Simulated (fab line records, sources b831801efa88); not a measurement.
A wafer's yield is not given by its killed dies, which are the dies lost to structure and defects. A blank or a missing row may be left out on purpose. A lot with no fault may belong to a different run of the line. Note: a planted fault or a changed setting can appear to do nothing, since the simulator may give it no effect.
Matching of chambers || flow gf180mcu || GF_V3_CMP_04 on cmp-02 has 4 sister chambers
The step polishes SiO2. 14 wafers are shown with their chamber, then 6 later ones without.

== WAFERS PAIRED WITH THEIR CHAMBERS ==
{"wafer": "L376.2", "chamber": 3, "time-to-endpoint-s (s)": 84, "motor-current-A (A)": 12.7, "edge-zone-pressure-frac": 0.990}
{"wafer": "L376.4", "chamber": 0, "time-to-endpoint-s (s)": 81, "motor-current-A (A)": 12.2, "edge-zone-pressure-frac": 1.000}
{"wafer": "L376.6", "chamber": 3, "time-to-endpoint-s (s)": 92, "motor-current-A (A)": 12.3, "edge-zone-pressure-frac": 0.999}
{"wafer": "L378.3", "chamber": 1, "time-to-endpoint-s (s)": 81, "motor-current-A (A)": 12.7, "edge-zone-pressure-frac": 1.003}
{"wafer": "L378.4", "chamber": 2, "time-to-endpoint-s (s)": 95, "motor-current-A (A)": 12.2, "edge-zone-pressure-frac": 1.003}
{"wafer": "L378.6", "chamber": 2, "time-to-endpoint-s (s)": 90, "motor-current-A (A)": 13.1, "edge-zone-pressure-frac": 0.999}
{"wafer": "L381.4", "chamber": 3, "time-to-endpoint-s (s)": 88, "motor-current-A (A)": 12.3, "edge-zone-pressure-frac": 1.005}
{"wafer": "L381.6", "chamber": 0, "time-to-endpoint-s (s)": 78, "motor-current-A (A)": 12.4, "edge-zone-pressure-frac": 1.009}
{"wafer": "L391.2", "chamber": 1, "time-to-endpoint-s (s)": 70, "motor-current-A (A)": 14.1, "edge-zone-pressure-frac": 0.996}
{"wafer": "L391.3", "chamber": 3, "time-to-endpoint-s (s)": 73, "motor-current-A (A)": 13.1, "edge-zone-pressure-frac": 1.000}
{"wafer": "L391.4", "chamber": 0, "time-to-endpoint-s (s)": 75, "motor-current-A (A)": 12.8, "edge-zone-pressure-frac": 1.006}
{"wafer": "L396.3", "chamber": 3, "time-to-endpoint-s (s)": 76, "motor-current-A (A)": 12.3, "edge-zone-pressure-frac": 1.003}
{"wafer": "L396.4", "chamber": 0, "time-to-endpoint-s (s)": 78, "motor-current-A (A)": 13.3, "edge-zone-pressure-frac": 1.008}
{"wafer": "L396.5", "chamber": 2, "time-to-endpoint-s (s)": 87, "motor-current-A (A)": 12.5, "edge-zone-pressure-frac": 0.999}

SIGNATURES (averages over the wafers above)
{"reading": "time-to-endpoint-s", "chamber 0": 78.00, "chamber 1": 75.50, "chamber 2": 90.67, "chamber 3": 82.60, "scatter within a chamber": 6.05}
{"reading": "motor-current-A", "chamber 0": 12.675, "chamber 1": 13.400, "chamber 2": 12.600, "chamber 3": 12.540, "scatter within a chamber": 0.512}
{"reading": "edge-zone-pressure-frac", "chamber 0": 1.00575, "chamber 1": 0.99950, "chamber 2": 1.00033, "chamber 3": 0.99940, "scatter within a chamber": 0.00466}
Rule: distance of a wafer from a chamber = root of the sum over the readings of ((wafer's reading minus chamber's mean) / reading's scatter) squared. If the next closest chamber is less than 2 further off than the closest, the wafer can't be placed; otherwise it belongs to the closest. The scatter is the square root of a quotient: the sum, over the shown wafers, of each reading's squared deviation from its chamber's mean, divided by wafers minus chambers.

== WAFERS WITHOUT THEIR CHAMBER ==
{"wafer": "L398.2", "time-to-endpoint-s (s)": 74, "motor-current-A (A)": 13.2, "edge-zone-pressure-frac": 0.999}
{"wafer": "L398.4", "time-to-endpoint-s (s)": 80, "motor-current-A (A)": 12.8, "edge-zone-pressure-frac": 0.992}
{"wafer": "L398.6", "time-to-endpoint-s (s)": 81, "motor-current-A (A)": 12.9, "edge-zone-pressure-frac": 1.010}
{"wafer": "L399.2", "time-to-endpoint-s (s)": 79, "motor-current-A (A)": 13.0, "edge-zone-pressure-frac": 1.011}
{"wafer": "L399.3", "time-to-endpoint-s (s)": 80, "motor-current-A (A)": 12.4, "edge-zone-pressure-frac": 0.995}
{"wafer": "L399.6", "time-to-endpoint-s (s)": 89, "motor-current-A (A)": 12.8, "edge-zone-pressure-frac": 0.992}

== CHAMBER TAKEN BY EACH ==
{"wafer": "L398.2", "from the rows above": "can't be placed: 1 or 0 or 3", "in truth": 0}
{"wafer": "L398.4", "from the rows above": "can't be placed: 3 or 1 or 2 or 0", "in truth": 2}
{"wafer": "L398.6", "from the rows above": "can't be placed: 0 or 3 or 1 or 2", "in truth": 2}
{"wafer": "L399.2", "from the rows above": "can't be placed: 0 or 1 or 3 or 2", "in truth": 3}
{"wafer": "L399.3", "from the rows above": "can't be placed: 3 or 2 or 1 or 0", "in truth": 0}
{"wafer": "L399.6", "from the rows above": "can't be placed: 2 or 3 or 1 or 0", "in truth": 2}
Correct placement for 0 of the 6. Can't be placed from these rows: 6 (the true chamber is among the candidates in 6). Number placed wrongly: 0.
